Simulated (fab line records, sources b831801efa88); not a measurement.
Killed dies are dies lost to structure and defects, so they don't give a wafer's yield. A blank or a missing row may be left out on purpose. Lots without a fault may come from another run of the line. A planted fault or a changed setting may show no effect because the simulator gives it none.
Which tool did it? | flow gf180mcu | 7 lots, 18 wafers sampled, at 1 step of a route of 602

WHAT THE GAUGES READ, wafer by wafer
GF_STI_THK_MEAS_04.
lot  | measured    | on            | STI_CVD_03_THK (nm)
L118 | day 1 23:34 | film_metro-02 | 203.0 201.9 203.6
L120 | day 2 10:01 | film_metro-02 | 205.5 206.8
L122 | day 2 19:34 | film_metro-02 | 205.1 206.7 206.7
L132 | day 4 21:43 | film_metro-01 | 202.9 206.5
L134 | day 5 08:09 | film_metro-02 | 205.9 207.3
L137 | day 5 22:34 | film_metro-02 | 210.9 209.1 210.9
L139 | day 6 09:34 | film_metro-04 | 211.1 210.6 209.8

WHICH TOOL RAN EACH LOT (tool, then ch and the chambers of the sampled wafers, then the start)
The record holds no process step before these readings.

THE ANSWER, worked out from the rows above alone
Rule: what is usual is taken from the lots themselves. Put in order of their means at a reading, lots are off if they are a third of the lots or fewer, leave a main group of 4 or more, and stand apart from it by a gap of 3 or more times the standard deviation of the main group's means; of several such gaps the widest counts. A main group whose means are all the same, to the digits that the tables above print for the reading, isn't used. A lot without any number at a reading at which 4 lots or more have one is off too. The other lots that the step has rows for count as sound.
No lot is off at any reading shown: from this, nothing can be told.

WHAT THE SIMULATOR HAD PUT IN
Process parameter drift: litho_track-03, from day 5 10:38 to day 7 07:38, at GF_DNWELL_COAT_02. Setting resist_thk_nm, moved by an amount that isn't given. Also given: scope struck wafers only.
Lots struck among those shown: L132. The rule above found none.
